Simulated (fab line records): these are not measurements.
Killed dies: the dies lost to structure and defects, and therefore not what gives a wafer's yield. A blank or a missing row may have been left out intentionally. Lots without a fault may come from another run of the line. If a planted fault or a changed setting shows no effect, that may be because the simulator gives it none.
Struck lot and sound lot, side by side :: flow sfq_line :: 14 out of 325 route steps
Sound: these wafers, L350.1, L350.3, L350.5. Struck: wafer L338.5. (L338.2 of the same lot was not struck and is left out.) The cause comes at the end.
Order at every step that has rows: each side's tool, ch and its chambers, its first start. Under that, the readings that differ: sound wafers :: struck wafers :: difference of the means :: sigmas: that difference in standard deviations of wafers without a fault.
alike: words and numbers the same on both sides, and readings whose means are apart by under 2 such deviations; not compared: readings that were withheld, readings missing a value for some wafer, numbers with overlapping values and no deviation given by the record, and bounds like >300 which may hide the same value.
The two part at a step that has a row with sigmas, a row that says differs or no value, or rows on one side only. Numbers that don't overlap but have no deviation are shown without sigmas and don't part them. Lack of a reading on every wafer of one side parts them only where that side has two or more wafers.

first, 2 steps without rows for these wafers: SFQ_TRILAYER_I3_VIA_STRIP_SOLV_CLEAN_090 (cleans in NMP, time 600 s); SFQ_TRILAYER_M4_DEP_PRE_CLEAN_092 (time 22.5 s).
SFQ_TRILAYER_M4_DEP_SPUTTER_091: material Nb, target thk 200 nm, time 133.3 s.
  sound on pvd_sputter-06 at day 56 05:34; struck on pvd_sputter-04 at day 42 17:37
  alike: throttle_valve_pct
SFQ_M4_RS_MEAS_924: the measuring method here is four-point-probe.
  sound on film_metro-03 at day 56 05:40; struck on film_metro-03 at day 42 17:44
  alike: M4_NB_RS
then, 6 steps without rows for these wafers: SFQ_TRILAYER_M4_LITHO_COAT_098 (resist thk 62 nm); SFQ_TRILAYER_M4_LITHO_COAT_093 (resist thk 600 nm); SFQ_TRILAYER_M4_LITHO_SOFTBAKE_097; SFQ_TRILAYER_M4_LITHO_EXPOSE_094 (exposes mask M4, target cd 500 nm); SFQ_TRILAYER_M4_LITHO_PEB_096 (peb time 60 s); SFQ_TRILAYER_M4_LITHO_DEVELOP_095 (time 60 s).
SFQ_M4_OVL_MEAS_926:
  sound on overlay-02 at day 56 16:02; struck on overlay-02 at day 42 21:26
reading: M4_OVL (nm)
sound: -15 -10 -14
struck: 0
difference: +13
sigmas: +2
SFQ_TRILAYER_M4_BARC_OPEN_METAL_ETCH_123: etches BARC in O2, target depth 125 nm, time 41.7 s.
  sound on rie_metal-04 ch 0,1, day 56 16:05; struck on rie_metal-04 ch 0, day 42 21:28
reading: model.KrF_of_TRILAYER_M4_LITHO_COAT_093.thk_nm (nm)
sound: 523.2 522.5 521.7
struck: 529.4
difference: +6.9
sigmas: 
  alike: bias_w, drypump_motor_current_A, oes_product_au
  not compared: rf_hours_counter_h
SFQ_TRILAYER_M4_ETCH_METAL_ETCH_096: etches Nb in Cl2/Ar, stops on SiO2, target depth 240 nm, time 120 s.
  sound on rie_metal-04 ch 0,1, day 56 16:08; struck on rie_metal-04 ch 0, day 42 21:31
reading: model.KrF_of_TRILAYER_M4_LITHO_COAT_093.thk_nm (nm)
sound: 379.4 377.8 379.2
struck: 385.5
difference: +6.7
sigmas: 
  alike: bias_w, drypump_motor_current_A, oes_product_au
  not compared: rf_hours_counter_h
SFQ_TRILAYER_M4_STRIP_STRIP_097: strips in O2.
  sound on rie_metal-04 ch 0,1, day 56 16:16; struck on rie_metal-04 ch 0, day 42 21:38
  alike: drypump_motor_current_A, oes_product_au
  not compared: rf_hours_counter_h

WHERE THEY PART
At SFQ_M4_OVL_MEAS_926 and nowhere else, as far as this record goes. Later steps at which nothing parts them and some readings are alike: SFQ_TRILAYER_M4_BARC_OPEN_METAL_ETCH_123, SFQ_TRILAYER_M4_ETCH_METAL_ETCH_096, SFQ_TRILAYER_M4_STRIP_STRIP_097.

WHY: whatever the simulator had introduced
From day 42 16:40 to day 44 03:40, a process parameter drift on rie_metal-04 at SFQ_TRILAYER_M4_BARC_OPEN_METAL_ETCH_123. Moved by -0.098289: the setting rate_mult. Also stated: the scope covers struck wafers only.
